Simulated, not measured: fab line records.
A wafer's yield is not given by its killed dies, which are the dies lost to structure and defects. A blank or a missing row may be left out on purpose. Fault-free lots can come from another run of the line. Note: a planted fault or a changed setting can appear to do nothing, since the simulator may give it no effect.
Which tool did it? ; flow gf180mcu ; 42 wafers from 14 lots sampled at 4 of the route's 602 steps

## WHAT THE GAUGES READ, wafer by wafer
GF_V1_RS_MEAS_24: measurement is done with a four-point probe. Usual: V1_W_RS 0.325 ohm/sq, standard deviation 0.0047.
lot;measured;on;V1_W_RS (ohm/sq);flag
L442;day 18 06:02;film-metro-01;0.338 0.325 0.327;
L443;day 18 07:45;film-metro-01;0.332 0.326 0.331;
L444;day 18 23:25;film-metro-02;0.325 0.327 0.326;
L446;day 19 23:17;film-metro-02;0.325 0.326 0.322;
L447;day 20 08:29;film-metro-02;0.316 0.314 0.319;
L448;day 20 15:00;film-metro-02;0.327 0.326 0.330;
L449;day 21 00:02;film-metro-02;0.322 0.323 0.316;
L450;day 21 07:12;film-metro-01;0.323 0.327 0.321;
L452;day 21 23:53;film-metro-01;0.324 0.315 0.317;
L455;day 23 02:28;film-metro-02;0.324 0.315 0.325;
L456;day 23 06:49;film-metro-04;0.333 0.324 0.325;
L457;day 23 18:14;film-metro-01;0.330 0.323 0.321;
L463;day 25 16:37;film-metro-04;0.322 0.322 0.321;
L465;day 26 01:19;film-metro-04;0.327 0.328 0.325;

GF_V1_THK_MEAS_25: measures by xrf. Usual: V1_W_THK 348 nm, standard deviation 5.4.
lot;measured;on;V1_W_THK (nm);flag
L442;day 18 06:09;film-metro-01;337 347 346;
L443;day 18 07:50;film-metro-01;339 345 343;
L444;day 18 23:32;film-metro-02;343 343 343;
L446;day 19 23:25;film-metro-02;346 346 348;
L447;day 20 08:35;film-metro-02;357 358 352;
L448;day 20 15:07;film-metro-02;343 344 339;
L449;day 21 00:09;film-metro-02;354 352 357;
L450;day 21 07:19;film-metro-01;350 348 352;
L452;day 22 00:00;film-metro-01;348 359 356;
L455;day 23 02:34;film-metro-02;342 350 341;
L456;day 23 06:56;film-metro-04;341 353 350;
L457;day 23 18:21;film-metro-01;339 349 349;
L463;day 25 16:44;film-metro-04;354 354 357;
L465;day 26 01:26;film-metro-04;349 348 350;

GF_M3_RS_MEAS_05: measurement is done with a four-point probe. Usual: M3_ALCU_RS 0.0698 ohm/sq, standard deviation 0.001.
lot;measured;on;M3_ALCU_RS (ohm/sq);flag
L442;day 20 10:28;film-metro-03;0.0689 0.0707 0.0688;
L443;day 20 13:17;film-metro-04;0.0696 0.0695 0.0686;
L444;day 21 02:35;film-metro-03;0.0701 0.0690 0.0697;
L446;day 22 02:14;film-metro-03;0.0716 0.0686 0.0696;
L447;day 22 12:01;film-metro-03;0.0687 0.0686 0.0681;
L448;day 22 18:12;film-metro-04;0.0712 0.0706 0.0705;
L449;day 23 02:35;film-metro-04;0.0689 0.0694 0.0694;
L450;day 23 09:51;film-metro-02;0.0681 0.0697 0.0674;
L452;day 24 02:10;film-metro-03;0.0709 0.0695 0.0697;
L455;day 25 01:58;film-metro-03;0.0715 0.0704 0.0713;
L456;day 25 06:16;film-metro-03;0.0700 0.0692 0.0708;
L457;day 25 18:29;film-metro-02;0.0682 0.0694 0.0682;
L463;day 27 13:19;film-metro-02;0.0683 0.0703 0.0684;
L465;day 27 21:07;film-metro-03;0.0704 0.0700 0.0710;

## EACH LOT AND THE TOOL THAT RAN IT (in order: tool; ch and the chambers of the sampled wafers; start)
lot;GF_M3_SPUTTER_00
L442;pvd-sputter-03, day 20 10:13
L443;pvd-sputter-02, day 20 13:00
L444;pvd-sputter-04, day 21 02:22
L446;pvd-sputter-03, day 22 02:01
L447;pvd-sputter-04, day 22 11:46
L448;pvd-sputter-02, day 22 17:58
L449;pvd-sputter-04, day 23 02:19
L450;pvd-sputter-03, day 23 09:38
L452;pvd-sputter-04, day 24 01:57
L455;pvd-sputter-02, day 25 01:42
L456;pvd-sputter-04, day 25 06:01
L457;pvd-sputter-04, day 25 18:16
L463;pvd-sputter-03, day 27 13:05
L465;pvd-sputter-03, day 27 20:53
- GF_M3_SPUTTER_00: material Ti, target thk 37.5 nm, time 150 s.

## AS READ BY THE TOOLS THEMSELVES (means over the sampled wafers that have a number; for cases with no such wafer, the mark the record gives instead)
GF_M3_SPUTTER_00. Usual: chamber-pressure-pa 2.000 Pa, standard deviation 0.0041; throttle-valve-pct 30.0 %, standard deviation 0.97.
lot;tool;chamber-pressure-pa (Pa);throttle-valve-pct (%);flag
L442;pvd-sputter-03;2.000;29.4;
L443;pvd-sputter-02;1.999;30.5;
L444;pvd-sputter-04;2.000;29.2;
L446;pvd-sputter-03;1.998;29.3;
L447;pvd-sputter-04;1.998;30.2;
L448;pvd-sputter-02;2.002;30.8;
L449;pvd-sputter-04;1.999;30.0;
L450;pvd-sputter-03;2.001;29.1;
L452;pvd-sputter-04;1.999;29.8;
L455;pvd-sputter-02;1.997;29.8;
L456;pvd-sputter-04;1.909;30.2;OFF
L457;pvd-sputter-04;1.907;31.1;OFF
L463;pvd-sputter-03;1.998;29.0;
L465;pvd-sputter-03;2.000;29.5;

## THE ANSWER, worked out from the rows above alone
Rule: take the mean of a lot's wafers that have a number; if it is more than 3 standard deviations from the usual mean, the lot is off. A lot without any number at a reading at which 4 lots or more have one is off too. All remaining lots with rows at the step are treated as sound. Order of review: gauges by route order, followed by the tools' own readings, for which a lot's mean as printed above is used. The first step at which some lot is off is used, and at that step the reading that is off furthest; a lot without a number counts as furthest.
Off: L456, L457, at GF_M3_SPUTTER_00 (chamber-pressure-pa).
A tool fits if, at that step or a process step before it, it ran every lot that is off, and no sound lot after the first of them. One fits: GF_M3_SPUTTER_00 on pvd-sputter-04. Its last sound lot is L452 (day 24 01:57), its first lot that is off L456 (day 25 06:01): a fault that began between those two fits.
The tool's own readings at GF_M3_SPUTTER_00 bear it out: on the lots that are off they differ by more than 5 times the standard deviation of the sound lots' means. chamber-pressure-pa reads 1.908 Pa there against 1.999 Pa on the sound lots.

## WHAT THE SIMULATOR HAD PUT IN
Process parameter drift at GF_M3_SPUTTER_00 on pvd-sputter-04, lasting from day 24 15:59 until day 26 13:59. The setting chamber-pressure-pa was moved by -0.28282, starting from 2. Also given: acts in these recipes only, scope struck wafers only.
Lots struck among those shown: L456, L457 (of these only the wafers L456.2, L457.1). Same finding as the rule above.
